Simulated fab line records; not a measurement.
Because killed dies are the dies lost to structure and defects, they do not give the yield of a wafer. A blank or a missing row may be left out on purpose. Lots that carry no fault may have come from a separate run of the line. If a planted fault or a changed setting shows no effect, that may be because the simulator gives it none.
Which tool is to blame? || flow gf180mcu || Sampling: 12 lots, 36 wafers, 5 of 602 route steps

WHAT THE GAUGES READ, wafer by wafer
GF_HV_LDD_TW_MEAS_11.
{"lot": "L539", "measured": "day 10 00:43", "on": "filmMetro-01", "HV_LDD_TW": "2428 2413 2405"}
{"lot": "L540", "measured": "day 10 08:37", "on": "filmMetro-01", "HV_LDD_TW": "2417 2426 2432"}
{"lot": "L541", "measured": "day 10 15:04", "on": "filmMetro-03", "HV_LDD_TW": "2372 2370 2379"}
{"lot": "L542", "measured": "day 10 22:51", "on": "filmMetro-03", "HV_LDD_TW": "2374 2383 2382"}
{"lot": "L544", "measured": "day 11 14:14", "on": "filmMetro-03", "HV_LDD_TW": "2370 2378 2376"}
{"lot": "L547", "measured": "day 12 16:03", "on": "filmMetro-01", "HV_LDD_TW": "2422 2425 2412"}
{"lot": "L551", "measured": "day 13 20:06", "on": "filmMetro-01", "HV_LDD_TW": "2401 2414 2409"}
{"lot": "L554", "measured": "day 14 23:08", "on": "filmMetro-01", "HV_LDD_TW": "2413 2404 2419"}
{"lot": "L555", "measured": "day 15 05:34", "on": "filmMetro-04", "HV_LDD_TW": "2416 2414 2410"}
{"lot": "L556", "measured": "day 15 11:48", "on": "filmMetro-01", "HV_LDD_TW": "2407 2399 2400"}
{"lot": "L559", "measured": "day 16 09:09", "on": "filmMetro-01", "HV_LDD_TW": "2401 2407 2409"}
{"lot": "L562", "measured": "day 17 02:28", "on": "filmMetro-04", "HV_LDD_TW": "2442 2436 2416"}

GF_PSD_RS_MEAS_14: uses a four-point probe to measure.
{"lot": "L539", "measured": "day 14 03:31", "on": "filmMetro-02", "NSD_RS (ohm/sq)": "46.16 46.21 46.21"}
{"lot": "L540", "measured": "day 14 12:40", "on": "filmMetro-01", "NSD_RS (ohm/sq)": "46.07 46.17 46.17"}
{"lot": "L541", "measured": "day 14 20:50", "on": "filmMetro-01", "NSD_RS (ohm/sq)": "46.06 46.01 46.05"}
{"lot": "L542", "measured": "day 15 06:02", "on": "filmMetro-04", "NSD_RS (ohm/sq)": "46.13 46.05 46.12"}
{"lot": "L544", "measured": "day 16 00:24", "on": "filmMetro-04", "NSD_RS (ohm/sq)": "46.09 46.17 46.14"}
{"lot": "L547", "measured": "day 17 04:26", "on": "filmMetro-01", "NSD_RS (ohm/sq)": "46.05 46.14 46.06"}
{"lot": "L551", "measured": "day 18 13:31", "on": "filmMetro-01", "NSD_RS (ohm/sq)": "45.96 46.01 46.03"}
{"lot": "L554", "measured": "day 19 21:38", "on": "filmMetro-04", "NSD_RS (ohm/sq)": "43.52 43.55 43.54 43.54 43.45 43.51"}
{"lot": "L555", "measured": "day 20 05:07", "on": "filmMetro-02", "NSD_RS (ohm/sq)": "43.68 43.56 43.47 43.57 43.52 43.45"}
{"lot": "L556", "measured": "day 20 11:32", "on": "filmMetro-02", "NSD_RS (ohm/sq)": "43.55 43.54 43.57 43.59 43.48 43.59"}
{"lot": "L559", "measured": "day 21 11:06", "on": "filmMetro-04", "NSD_RS (ohm/sq)": "46.19 46.00 46.10"}
{"lot": "L562", "measured": "day 22 05:16", "on": "filmMetro-01", "NSD_RS (ohm/sq)": "46.03 46.05 46.10"}

GF_PSD_RS_MEAS_15: uses a four-point probe to measure.
{"lot": "L539", "measured": "day 14 03:38", "on": "filmMetro-02", "PSD_RS (ohm/sq)": "108.46 108.91 108.93"}
{"lot": "L540", "measured": "day 14 12:47", "on": "filmMetro-01", "PSD_RS (ohm/sq)": "108.23 108.42 108.42"}
{"lot": "L541", "measured": "day 14 20:58", "on": "filmMetro-01", "PSD_RS (ohm/sq)": "108.18 108.11 108.41"}
{"lot": "L542", "measured": "day 15 06:09", "on": "filmMetro-04", "PSD_RS (ohm/sq)": "108.73 108.70 108.77"}
{"lot": "L544", "measured": "day 16 00:31", "on": "filmMetro-04", "PSD_RS (ohm/sq)": "108.28 108.63 108.59"}
{"lot": "L547", "measured": "day 17 04:34", "on": "filmMetro-01", "PSD_RS (ohm/sq)": "108.46 108.68 108.28"}
{"lot": "L551", "measured": "day 18 13:38", "on": "filmMetro-01", "PSD_RS (ohm/sq)": "108.46 108.33 108.43"}
{"lot": "L554", "measured": "day 20 04:27", "on": "filmMetro-04", "PSD_RS (ohm/sq)": "103.15 103.58 103.28 103.27 103.46 103.25"}
{"lot": "L555", "measured": "day 20 07:19", "on": "filmMetro-02", "PSD_RS (ohm/sq)": "103.42 103.31 103.12 103.18 103.38 103.53"}
{"lot": "L556", "measured": "day 20 13:47", "on": "filmMetro-02", "PSD_RS (ohm/sq)": "103.56 103.16 103.05 103.49 103.43 103.19"}
{"lot": "L559", "measured": "day 21 11:13", "on": "filmMetro-04", "PSD_RS (ohm/sq)": "108.27 108.12 108.17"}
{"lot": "L562", "measured": "day 22 05:23", "on": "filmMetro-01", "PSD_RS (ohm/sq)": "108.82 108.38 108.75"}

GF_SAB_OVL_MEAS_10.
{"lot": "L539", "measured": "day 14 23:50", "on": "overlay-02", "SAB_OVL (nm)": "1.1 0.9 1.3"}
{"lot": "L540", "measured": "day 15 09:31", "on": "overlay-01", "SAB_OVL (nm)": "0.8 2.1 2.8"}
{"lot": "L541", "measured": "day 15 18:47", "on": "overlay-01", "SAB_OVL (nm)": "-0.4 1.2 0.5"}
{"lot": "L542", "measured": "day 16 04:13", "on": "overlay-01", "SAB_OVL (nm)": "0.9 2.0 1.3"}
{"lot": "L544", "measured": "day 16 22:19", "on": "overlay-02", "SAB_OVL (nm)": "-1.0 0.0 -0.5"}
{"lot": "L547", "measured": "day 18 04:04", "on": "overlay-02", "SAB_OVL (nm)": "0.7 0.8 0.3"}
{"lot": "L551", "measured": "day 19 12:58", "on": "overlay-02", "SAB_OVL (nm)": "0.0 0.0 -1.0"}
{"lot": "L554", "measured": "day 20 20:39", "on": "overlay-02", "SAB_OVL (nm)": "-1.0 0.3 -0.7"}
{"lot": "L555", "measured": "day 21 05:20", "on": "overlay-02", "SAB_OVL (nm)": "0.1 0.1 -0.8"}
{"lot": "L556", "measured": "day 21 12:02", "on": "overlay-02", "SAB_OVL (nm)": "-0.6 0.3 0.6"}
{"lot": "L559", "measured": "day 22 10:04", "on": "overlay-01", "SAB_OVL (nm)": "0.4 3.4 0.6"}
{"lot": "L562", "measured": "day 23 03:47", "on": "overlay-02", "SAB_OVL (nm)": "-0.4 -1.6 -1.1"}

WHICH TOOL RAN EACH LOT (tool, then ch and the chambers of the sampled wafers, then the start)
{"lot": "L539", "GF_PSD_RTA_13": "rtpAnneal-02 ch 0, day 14 03:25"}
{"lot": "L540", "GF_PSD_RTA_13": "rtpAnneal-02 ch 0, day 14 12:34"}
{"lot": "L541", "GF_PSD_RTA_13": "rtpAnneal-02 ch 0, day 14 20:44"}
{"lot": "L542", "GF_PSD_RTA_13": "rtpAnneal-02 ch 0, day 15 05:56"}
{"lot": "L544", "GF_PSD_RTA_13": "rtpAnneal-01 ch 0, day 16 00:19"}
{"lot": "L547", "GF_PSD_RTA_13": "rtpAnneal-01 ch 0, day 17 04:22"}
{"lot": "L551", "GF_PSD_RTA_13": "rtpAnneal-02 ch 0, day 18 13:25"}
{"lot": "L554", "GF_PSD_RTA_13": "rtpAnneal-02 ch 0, day 19 21:32"}
{"lot": "L555", "GF_PSD_RTA_13": "rtpAnneal-02 ch 0, day 20 05:01"}
{"lot": "L556", "GF_PSD_RTA_13": "rtpAnneal-02 ch 0, day 20 11:28"}
{"lot": "L559", "GF_PSD_RTA_13": "rtpAnneal-01 ch 0, day 21 11:01"}
{"lot": "L562", "GF_PSD_RTA_13": "rtpAnneal-01 ch 0, day 22 05:10"}
- GF_PSD_RTA_13: time 20 s.

AS READ BY THE TOOLS THEMSELVES (means over the sampled wafers that have a number; for cases with no such wafer, the mark the record gives instead)
GF_PSD_RTA_13.
{"lot": "L539", "tool": "rtpAnneal-02", "lampPowerPct (%)": 35.5, "runLengthS (s)": 49.10, "wafer_temp_C_max": 1027.2}
{"lot": "L540", "tool": "rtpAnneal-02", "lampPowerPct (%)": 35.5, "runLengthS (s)": 48.77, "wafer_temp_C_max": 1027.2}
{"lot": "L541", "tool": "rtpAnneal-02", "lampPowerPct (%)": 35.5, "runLengthS (s)": 48.94, "wafer_temp_C_max": 1027.6}
{"lot": "L542", "tool": "rtpAnneal-02", "lampPowerPct (%)": 35.5, "runLengthS (s)": 49.00, "wafer_temp_C_max": 1027.2}
{"lot": "L544", "tool": "rtpAnneal-01", "lampPowerPct (%)": 34.8, "runLengthS (s)": 48.65, "wafer_temp_C_max": 1029.3}
{"lot": "L547", "tool": "rtpAnneal-01", "lampPowerPct (%)": 34.8, "runLengthS (s)": 48.64, "wafer_temp_C_max": 1029.6}
{"lot": "L551", "tool": "rtpAnneal-02", "lampPowerPct (%)": 35.5, "runLengthS (s)": 48.84, "wafer_temp_C_max": 1027.5}
{"lot": "L554", "tool": "rtpAnneal-02", "lampPowerPct (%)": 35.5, "runLengthS (s)": 62.46, "wafer_temp_C_max": 1028.0}
{"lot": "L555", "tool": "rtpAnneal-02", "lampPowerPct (%)": 35.5, "runLengthS (s)": 62.26, "wafer_temp_C_max": 1027.0}
{"lot": "L556", "tool": "rtpAnneal-02", "lampPowerPct (%)": 35.5, "runLengthS (s)": 62.35, "wafer_temp_C_max": 1027.7}
{"lot": "L559", "tool": "rtpAnneal-01", "lampPowerPct (%)": 34.8, "runLengthS (s)": 48.77, "wafer_temp_C_max": 1028.3}
{"lot": "L562", "tool": "rtpAnneal-01", "lampPowerPct (%)": 34.8, "runLengthS (s)": 48.71, "wafer_temp_C_max": 1029.1}

THE ANSWER, worked out from the rows above alone
Rule: the usual values come from the lots themselves. The widest of any qualifying gaps counts: lots, ordered by their means at a reading, are off when they make up no more than a third of the lots, leave a main group of 4 or more, and stand apart from it by 3 or more times the standard deviation of that group's means. The tables above print the reading to a certain number of digits; a main group whose means all agree to those digits is not used. A lot without any number at a reading at which 4 lots or more have one is off too. Where the step has rows for the other lots, those lots are counted as sound. After the gauges, taken in route order, come the tools' own readings; for these a lot's mean is taken, as printed above. At the first step where some lot is off, the reading lying furthest off is the one used; lots without a number count as furthest.
Off: L554, L555, L556, seen at GF_PSD_RS_MEAS_14 (NSD_RS). For the main group the mean is 46.09 ohm/sq and the standard deviation 0.054.
A tool fits if, at a process step before that reading, it ran every lot that is off, and no sound lot after the first of them. Not tried: the gauges at GF_PSD_RS_MEAS_14; whatever is off there is also off at GF_PSD_RTA_13, on other tools, and gauge error can't account for it. One fits: GF_PSD_RTA_13 on rtpAnneal-02. Its last sound lot is L551 (day 18 13:25), its first lot that is off L554 (day 19 21:32): a fault that began between those two fits.
On the lots that are off, the tool's own readings at GF_PSD_RTA_13 differ by more than 5 times the standard deviation of the sound lots' means, which bears it out; runLengthS reads 62.36 s there versus 48.82 s on the sound lots.

WHAT THE SIMULATOR HAD PUT IN
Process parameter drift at GF_PSD_RTA_13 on rtpAnneal-02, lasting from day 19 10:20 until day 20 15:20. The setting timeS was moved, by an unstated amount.
Struck lots among those shown: L554, L555, L556. The rule above reached the same finding.
